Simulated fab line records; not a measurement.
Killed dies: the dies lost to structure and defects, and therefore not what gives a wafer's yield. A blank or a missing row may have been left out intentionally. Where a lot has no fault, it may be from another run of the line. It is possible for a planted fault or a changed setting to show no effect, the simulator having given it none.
Which tool did it? / flow gf180mcu / 13 lots, 39 wafers sampled, at 6 steps of a route of 602

WHAT THE GAUGES SHOWED, per wafer
GF_MVSD_TW_MEAS_11. Usual: for MVSD_TW the level is 1579 and the standard deviation is 29.
lot=L246; measured=day 4 10:53; on=film_metro-03; MVSD_TW=1574 1580 1567; flag=
lot=L247; measured=day 4 16:30; on=film_metro-01; MVSD_TW=1567 1561 1564; flag=
lot=L249; measured=day 5 05:34; on=film_metro-01; MVSD_TW=1564 1561 1560; flag=
lot=L250; measured=day 5 08:38; on=film_metro-04; MVSD_TW=1614 1614 1625; flag=
lot=L251; measured=day 5 14:42; on=film_metro-03; MVSD_TW=1587 1589 1580; flag=
lot=L252; measured=day 5 20:45; on=film_metro-01; MVSD_TW=1559 1553 1558; flag=
lot=L253; measured=day 6 02:23; on=film_metro-01; MVSD_TW=1557 1561 1558; flag=
lot=L254; measured=day 6 08:29; on=film_metro-04; MVSD_TW=1617 1612 1619; flag=
lot=L256; measured=day 6 20:24; on=film_metro-01; MVSD_TW=1553 1552 1548; flag=
lot=L257; measured=day 7 02:08; on=film_metro-01; MVSD_TW=1554 1556 1574; flag=
lot=L260; measured=day 7 21:14; on=film_metro-03; MVSD_TW=39 38 39; flag=OFF
lot=L262; measured=day 8 09:59; on=film_metro-04; MVSD_TW=1630 1621 1622; flag=
lot=L269; measured=day 10 01:28; on=film_metro-01; MVSD_TW=1544 1561 1569; flag=

GF_VT_IMPLANT_TW_MEAS_10. Usual: for VT_IMPLANT_TW the level is 560 and the standard deviation is 4.5.
lot=L246; measured=day 5 14:55; on=film_metro-03; VT_IMPLANT_TW=561 563 566; flag=
lot=L247; measured=day 5 21:12; on=film_metro-02; VT_IMPLANT_TW=561 559 561; flag=
lot=L249; measured=day 6 10:49; on=film_metro-03; VT_IMPLANT_TW=565 564 565; flag=
lot=L250; measured=day 6 13:53; on=film_metro-02; VT_IMPLANT_TW=556 558 555; flag=
lot=L251; measured=day 6 20:28; on=film_metro-02; VT_IMPLANT_TW=554 557 554; flag=
lot=L252; measured=day 7 02:50; on=film_metro-03; VT_IMPLANT_TW=564 563 563; flag=
lot=L253; measured=day 7 08:40; on=film_metro-02; VT_IMPLANT_TW=561 562 559; flag=
lot=L254; measured=day 7 14:50; on=film_metro-02; VT_IMPLANT_TW=560 563 556; flag=
lot=L256; measured=day 8 04:29; on=film_metro-02; VT_IMPLANT_TW=564 563 561; flag=
lot=L257; measured=day 8 09:53; on=film_metro-01; VT_IMPLANT_TW=551 550 550; flag=
lot=L260; measured=day 9 06:43; on=film_metro-03; VT_IMPLANT_TW=568 564 563; flag=
lot=L262; measured=day 9 20:40; on=film_metro-03; VT_IMPLANT_TW=564 567 569; flag=
lot=L269; measured=day 11 14:34; on=film_metro-02; VT_IMPLANT_TW=561 561 560; flag=

EACH LOT AND THE TOOL THAT RAN IT (in order: tool; ch and the chambers of the sampled wafers; start)
lot=L246; GF_STI_ETCH_14=rie_si-01 ch 0,1,3, day 2 01:03; GF_DNWELL_STRIP_08=plasma_asher-01 ch 0,1, day 2 18:12; GF_LVPWELL_STRIP_10=plasma_asher-03 ch 0,1, day 3 21:05; GF_MVSD_STRIP_10=plasma_asher-02 ch 1, day 4 10:47
lot=L247; GF_STI_ETCH_14=rie_si-02 ch 0,1,2, day 2 06:23; GF_DNWELL_STRIP_08=plasma_asher-01 ch 0,1, day 2 23:05; GF_LVPWELL_STRIP_10=plasma_asher-02 ch 0,1, day 4 02:34; GF_MVSD_STRIP_10=plasma_asher-01 ch 0,1, day 4 16:25
lot=L249; GF_STI_ETCH_14=rie_si-02 ch 0,3, day 2 18:24; GF_DNWELL_STRIP_08=plasma_asher-02 ch 0,1, day 3 11:55; GF_LVPWELL_STRIP_10=plasma_asher-02 ch 0,1, day 4 15:53; GF_MVSD_STRIP_10=plasma_asher-02 ch 0,1, day 5 05:28
lot=L250; GF_STI_ETCH_14=rie_si-01 ch 0,1, day 2 22:08; GF_DNWELL_STRIP_08=plasma_asher-01 ch 0, day 3 15:15; GF_LVPWELL_STRIP_10=plasma_asher-02 ch 0,1, day 4 18:56; GF_MVSD_STRIP_10=plasma_asher-04 ch 0,1, day 5 08:32
lot=L251; GF_STI_ETCH_14=rie_si-01 ch 0,1,2, day 3 03:03; GF_DNWELL_STRIP_08=plasma_asher-02 ch 0,1, day 3 20:30; GF_LVPWELL_STRIP_10=plasma_asher-03 ch 1, day 5 00:17; GF_MVSD_STRIP_10=plasma_asher-02 ch 0,1, day 5 14:35
lot=L252; GF_STI_ETCH_14=rie_si-02 ch 0,1,3, day 3 07:56; GF_DNWELL_STRIP_08=plasma_asher-02 ch 0,1, day 4 01:56; GF_LVPWELL_STRIP_10=plasma_asher-04 ch 0,1, day 5 05:41; GF_MVSD_STRIP_10=plasma_asher-04 ch 0,1, day 5 20:40
lot=L253; GF_STI_ETCH_14=rie_si-01 ch 1,2,3, day 3 13:24; GF_DNWELL_STRIP_08=plasma_asher-03 ch 0,1, day 4 07:24; GF_LVPWELL_STRIP_10=plasma_asher-04 ch 0,1, day 5 11:26; GF_MVSD_STRIP_10=plasma_asher-04 ch 0,1, day 6 02:16
lot=L254; GF_STI_ETCH_14=rie_si-02 ch 0,1,2, day 3 19:23; GF_DNWELL_STRIP_08=plasma_asher-03 ch 0,1, day 4 13:07; GF_LVPWELL_STRIP_10=plasma_asher-04 ch 0,1, day 5 17:49; GF_MVSD_STRIP_10=plasma_asher-04 ch 0,1, day 6 08:23
lot=L256; GF_STI_ETCH_14=rie_si-01 ch 0,3, day 4 05:26; GF_DNWELL_STRIP_08=plasma_asher-02 ch 0,1, day 5 00:08; GF_LVPWELL_STRIP_10=plasma_asher-04 ch 0,1, day 6 05:02; GF_MVSD_STRIP_10=plasma_asher-04 ch 0,1, day 6 20:19
lot=L257; GF_STI_ETCH_14=rie_si-02 ch 0,1,2, day 4 11:02; GF_DNWELL_STRIP_08=plasma_asher-03 ch 0, day 5 05:07; GF_LVPWELL_STRIP_10=plasma_asher-02 ch 0,1, day 6 10:35; GF_MVSD_STRIP_10=plasma_asher-04 ch 0,1, day 7 02:02
lot=L260; GF_STI_ETCH_14=rie_si-02 ch 1,2,3, day 5 01:12; GF_DNWELL_STRIP_08=plasma_asher-01 ch 0, day 5 23:14; GF_LVPWELL_STRIP_10=plasma_asher-03 ch 0,1, day 7 05:05; GF_MVSD_STRIP_10=plasma_asher-04 ch 0,1, day 7 21:08
lot=L262; GF_STI_ETCH_14=rie_si-02 ch 0,2, day 5 13:41; GF_DNWELL_STRIP_08=plasma_asher-03 ch 0,1, day 6 10:03; GF_LVPWELL_STRIP_10=plasma_asher-04 ch 0,1, day 7 17:35; GF_MVSD_STRIP_10=plasma_asher-04 ch 0,1, day 8 09:53
lot=L269; GF_STI_ETCH_14=rie_si-02 ch 2,3, day 7 01:29; GF_DNWELL_STRIP_08=plasma_asher-02 ch 0,1, day 7 22:05; GF_LVPWELL_STRIP_10=plasma_asher-02 ch 0,1, day 9 07:29; GF_MVSD_STRIP_10=plasma_asher-02 ch 0,1, day 10 01:22
- GF_STI_ETCH_14: etches Si in HBr/Cl2/O2, target depth 360 nm, time 102.9 s.
- GF_DNWELL_STRIP_08: strips in O2/N2.
- GF_LVPWELL_STRIP_10: strips in O2/N2.
- GF_MVSD_STRIP_10: strips in O2/N2.

WHAT THE TOOLS THEMSELVES READ (means of the sampled wafers that have a number; where no wafer has one, the mark that the record gives instead)
GF_STI_ETCH_14. Usual: bias_w 150.0 W, standard deviation 0.41; drypump_motor_current_A 5.7 A, standard deviation 0.37; oes_product_au 0.999 a.u., standard deviation 0.0072; throttle_valve_pct 25.658 %, standard deviation 0.011.
lot=L246; tool=rie_si-01; bias_w (W)=150.2; drypump_motor_current_A (A)=5.6; oes_product_au (a.u.)=1.003; throttle_valve_pct (%)=25.647; flag=
lot=L247; tool=rie_si-02; bias_w (W)=150.3; drypump_motor_current_A (A)=5.5; oes_product_au (a.u.)=0.994; throttle_valve_pct (%)=25.656; flag=
lot=L249; tool=rie_si-02; bias_w (W)=149.6; drypump_motor_current_A (A)=6.1; oes_product_au (a.u.)=1.003; throttle_valve_pct (%)=25.654; flag=
lot=L250; tool=rie_si-01; bias_w (W)=149.4; drypump_motor_current_A (A)=5.5; oes_product_au (a.u.)=1.001; throttle_valve_pct (%)=25.660; flag=
lot=L251; tool=rie_si-01; bias_w (W)=150.2; drypump_motor_current_A (A)=5.6; oes_product_au (a.u.)=1.002; throttle_valve_pct (%)=25.665; flag=
lot=L252; tool=rie_si-02; bias_w (W)=150.0; drypump_motor_current_A (A)=5.9; oes_product_au (a.u.)=0.991; throttle_valve_pct (%)=25.661; flag=
lot=L253; tool=rie_si-01; bias_w (W)=150.4; drypump_motor_current_A (A)=5.6; oes_product_au (a.u.)=1.003; throttle_valve_pct (%)=25.656; flag=
lot=L254; tool=rie_si-02; bias_w (W)=150.1; drypump_motor_current_A (A)=5.5; oes_product_au (a.u.)=0.994; throttle_valve_pct (%)=25.660; flag=
lot=L256; tool=rie_si-01; bias_w (W)=149.9; drypump_motor_current_A (A)=5.6; oes_product_au (a.u.)=0.997; throttle_valve_pct (%)=25.646; flag=
lot=L257; tool=rie_si-02; bias_w (W)=149.7; drypump_motor_current_A (A)=5.5; oes_product_au (a.u.)=1.001; throttle_valve_pct (%)=25.648; flag=
lot=L260; tool=rie_si-02; bias_w (W)=150.1; drypump_motor_current_A (A)=5.8; oes_product_au (a.u.)=0.999; throttle_valve_pct (%)=25.662; flag=
lot=L262; tool=rie_si-02; bias_w (W)=150.0; drypump_motor_current_A (A)=5.4; oes_product_au (a.u.)=0.995; throttle_valve_pct (%)=25.671; flag=
lot=L269; tool=rie_si-02; bias_w (W)=150.0; drypump_motor_current_A (A)=6.0; oes_product_au (a.u.)=1.011; throttle_valve_pct (%)=25.653; flag=

GF_DNWELL_STRIP_08. Usual: drypump_motor_current_A 5.7 A, standard deviation 0.61; heater_power_w 340 W, standard deviation 27; oes_product_au 0.722 a.u., standard deviation 0.005; strip_time_to_endpoint_s 37.00 s, standard deviation 0.1.
lot=L246; tool=plasma_asher-01; drypump_motor_current_A (A)=6.2; heater_power_w (W)=356; oes_product_au (a.u.)=0.731; strip_time_to_endpoint_s (s)=37.04; flag=
lot=L247; tool=plasma_asher-01; drypump_motor_current_A (A)=6.2; heater_power_w (W)=364; oes_product_au (a.u.)=0.722; strip_time_to_endpoint_s (s)=36.93; flag=
lot=L249; tool=plasma_asher-02; drypump_motor_current_A (A)=5.7; heater_power_w (W)=333; oes_product_au (a.u.)=0.721; strip_time_to_endpoint_s (s)=37.09; flag=
lot=L250; tool=plasma_asher-01; drypump_motor_current_A (A)=5.3; heater_power_w (W)=326; oes_product_au (a.u.)=0.719; strip_time_to_endpoint_s (s)=36.99; flag=
lot=L251; tool=plasma_asher-02; drypump_motor_current_A (A)=5.7; heater_power_w (W)=334; oes_product_au (a.u.)=0.724; strip_time_to_endpoint_s (s)=37.20; flag=
lot=L252; tool=plasma_asher-02; drypump_motor_current_A (A)=5.5; heater_power_w (W)=330; oes_product_au (a.u.)=0.721; strip_time_to_endpoint_s (s)=37.10; flag=
lot=L253; tool=plasma_asher-03; drypump_motor_current_A (A)=5.2; heater_power_w (W)=330; oes_product_au (a.u.)=0.722; strip_time_to_endpoint_s (s)=37.01; flag=
lot=L254; tool=plasma_asher-03; drypump_motor_current_A (A)=5.7; heater_power_w (W)=359; oes_product_au (a.u.)=0.721; strip_time_to_endpoint_s (s)=37.04; flag=
lot=L256; tool=plasma_asher-02; drypump_motor_current_A (A)=5.7; heater_power_w (W)=333; oes_product_au (a.u.)=0.717; strip_time_to_endpoint_s (s)=36.91; flag=
lot=L257; tool=plasma_asher-03; drypump_motor_current_A (A)=6.1; heater_power_w (W)=385; oes_product_au (a.u.)=0.721; strip_time_to_endpoint_s (s)=36.82; flag=
lot=L260; tool=plasma_asher-01; drypump_motor_current_A (A)=5.3; heater_power_w (W)=324; oes_product_au (a.u.)=0.717; strip_time_to_endpoint_s (s)=37.18; flag=
lot=L262; tool=plasma_asher-03; drypump_motor_current_A (A)=5.2; heater_power_w (W)=324; oes_product_au (a.u.)=0.723; strip_time_to_endpoint_s (s)=37.01; flag=
lot=L269; tool=plasma_asher-02; drypump_motor_current_A (A)=5.4; heater_power_w (W)=328; oes_product_au (a.u.)=0.724; strip_time_to_endpoint_s (s)=36.87; flag=

GF_LVPWELL_STRIP_10. Usual: drypump_motor_current_A 5.7 A, standard deviation 0.47; heater_power_w 334 W, standard deviation 21; oes_product_au 0.722 a.u., standard deviation 0.0045; strip_time_to_endpoint_s 36.96 s, standard deviation 0.074.
lot=L246; tool=plasma_asher-03; drypump_motor_current_A (A)=5.2; heater_power_w (W)=329; oes_product_au (a.u.)=0.725; strip_time_to_endpoint_s (s)=36.94; flag=
lot=L247; tool=plasma_asher-02; drypump_motor_current_A (A)=5.5; heater_power_w (W)=334; oes_product_au (a.u.)=0.724; strip_time_to_endpoint_s (s)=37.03; flag=
lot=L249; tool=plasma_asher-02; drypump_motor_current_A (A)=5.4; heater_power_w (W)=330; oes_product_au (a.u.)=0.725; strip_time_to_endpoint_s (s)=36.94; flag=
lot=L250; tool=plasma_asher-02; drypump_motor_current_A (A)=5.4; heater_power_w (W)=333; oes_product_au (a.u.)=0.727; strip_time_to_endpoint_s (s)=36.94; flag=
lot=L251; tool=plasma_asher-03; drypump_motor_current_A (A)=4.8; heater_power_w (W)=311; oes_product_au (a.u.)=0.720; strip_time_to_endpoint_s (s)=36.92; flag=
lot=L252; tool=plasma_asher-04; drypump_motor_current_A (A)=6.0; heater_power_w (W)=324; oes_product_au (a.u.)=0.725; strip_time_to_endpoint_s (s)=36.89; flag=
lot=L253; tool=plasma_asher-04; drypump_motor_current_A (A)=6.0; heater_power_w (W)=335; oes_product_au (a.u.)=0.718; strip_time_to_endpoint_s (s)=36.99; flag=
lot=L254; tool=plasma_asher-04; drypump_motor_current_A (A)=6.0; heater_power_w (W)=331; oes_product_au (a.u.)=0.722; strip_time_to_endpoint_s (s)=36.94; flag=
lot=L256; tool=plasma_asher-04; drypump_motor_current_A (A)=6.0; heater_power_w (W)=332; oes_product_au (a.u.)=0.722; strip_time_to_endpoint_s (s)=37.04; flag=
lot=L257; tool=plasma_asher-02; drypump_motor_current_A (A)=5.5; heater_power_w (W)=332; oes_product_au (a.u.)=0.725; strip_time_to_endpoint_s (s)=37.00; flag=
lot=L260; tool=plasma_asher-03; drypump_motor_current_A (A)=5.7; heater_power_w (W)=346; oes_product_au (a.u.)=0.947; strip_time_to_endpoint_s (s)=-; flag=OFF
lot=L262; tool=plasma_asher-04; drypump_motor_current_A (A)=6.0; heater_power_w (W)=329; oes_product_au (a.u.)=0.719; strip_time_to_endpoint_s (s)=37.00; flag=
lot=L269; tool=plasma_asher-02; drypump_motor_current_A (A)=5.7; heater_power_w (W)=333; oes_product_au (a.u.)=0.720; strip_time_to_endpoint_s (s)=36.89; flag=

GF_MVSD_STRIP_10. Usual: drypump_motor_current_A 5.9 A, standard deviation 0.34; heater_power_w 335 W, standard deviation 14; oes_product_au 0.723 a.u., standard deviation 0.0048; strip_time_to_endpoint_s 36.93 s, standard deviation 0.094.
lot=L246; tool=plasma_asher-02; drypump_motor_current_A (A)=5.2; heater_power_w (W)=322; oes_product_au (a.u.)=0.720; strip_time_to_endpoint_s (s)=36.91; flag=
lot=L247; tool=plasma_asher-01; drypump_motor_current_A (A)=5.7; heater_power_w (W)=346; oes_product_au (a.u.)=0.721; strip_time_to_endpoint_s (s)=37.07; flag=
lot=L249; tool=plasma_asher-02; drypump_motor_current_A (A)=5.4; heater_power_w (W)=329; oes_product_au (a.u.)=0.722; strip_time_to_endpoint_s (s)=36.82; flag=
lot=L250; tool=plasma_asher-04; drypump_motor_current_A (A)=6.0; heater_power_w (W)=330; oes_product_au (a.u.)=0.721; strip_time_to_endpoint_s (s)=36.90; flag=
lot=L251; tool=plasma_asher-02; drypump_motor_current_A (A)=5.4; heater_power_w (W)=332; oes_product_au (a.u.)=0.723; strip_time_to_endpoint_s (s)=36.96; flag=
lot=L252; tool=plasma_asher-04; drypump_motor_current_A (A)=6.0; heater_power_w (W)=336; oes_product_au (a.u.)=0.721; strip_time_to_endpoint_s (s)=36.95; flag=
lot=L253; tool=plasma_asher-04; drypump_motor_current_A (A)=6.0; heater_power_w (W)=339; oes_product_au (a.u.)=0.723; strip_time_to_endpoint_s (s)=36.88; flag=
lot=L254; tool=plasma_asher-04; drypump_motor_current_A (A)=6.0; heater_power_w (W)=330; oes_product_au (a.u.)=0.727; strip_time_to_endpoint_s (s)=36.84; flag=
lot=L256; tool=plasma_asher-04; drypump_motor_current_A (A)=6.1; heater_power_w (W)=336; oes_product_au (a.u.)=0.719; strip_time_to_endpoint_s (s)=36.92; flag=
lot=L257; tool=plasma_asher-04; drypump_motor_current_A (A)=6.0; heater_power_w (W)=331; oes_product_au (a.u.)=0.725; strip_time_to_endpoint_s (s)=36.85; flag=
lot=L260; tool=plasma_asher-04; drypump_motor_current_A (A)=6.0; heater_power_w (W)=338; oes_product_au (a.u.)=0.724; strip_time_to_endpoint_s (s)=53.48; flag=OFF
lot=L262; tool=plasma_asher-04; drypump_motor_current_A (A)=6.0; heater_power_w (W)=338; oes_product_au (a.u.)=0.728; strip_time_to_endpoint_s (s)=36.88; flag=
lot=L269; tool=plasma_asher-02; drypump_motor_current_A (A)=5.7; heater_power_w (W)=339; oes_product_au (a.u.)=0.721; strip_time_to_endpoint_s (s)=37.07; flag=

THE ANSWER, worked out from the rows above alone
Rule: take the mean of a lot's wafers that have a number; if it is more than 3 standard deviations from the usual mean, the lot is off. Also off: a lot with no number at a reading for which 4 or more lots have one. Where the step has rows for the other lots, those lots are counted as sound. After the gauges, taken in route order, come the tools' own readings; for these a lot's mean is taken, as printed above. At the first step where some lot is off, the reading lying furthest off is the one used; lots without a number count as furthest.
Off: at GF_MVSD_TW_MEAS_11 (MVSD_TW), L260.
A tool fits if, at a process step before that reading, it ran every lot that is off, and no sound lot after the first of them. Not tried: the gauges at GF_MVSD_TW_MEAS_11; whatever is off there is also off at GF_LVPWELL_STRIP_10, on other tools, and gauge error can't account for it. Can't be told from this: 2 tools fit, plasma_asher-01 at GF_DNWELL_STRIP_08, plasma_asher-03 at GF_LVPWELL_STRIP_10.

WHAT THE SIMULATOR HAD PUT IN
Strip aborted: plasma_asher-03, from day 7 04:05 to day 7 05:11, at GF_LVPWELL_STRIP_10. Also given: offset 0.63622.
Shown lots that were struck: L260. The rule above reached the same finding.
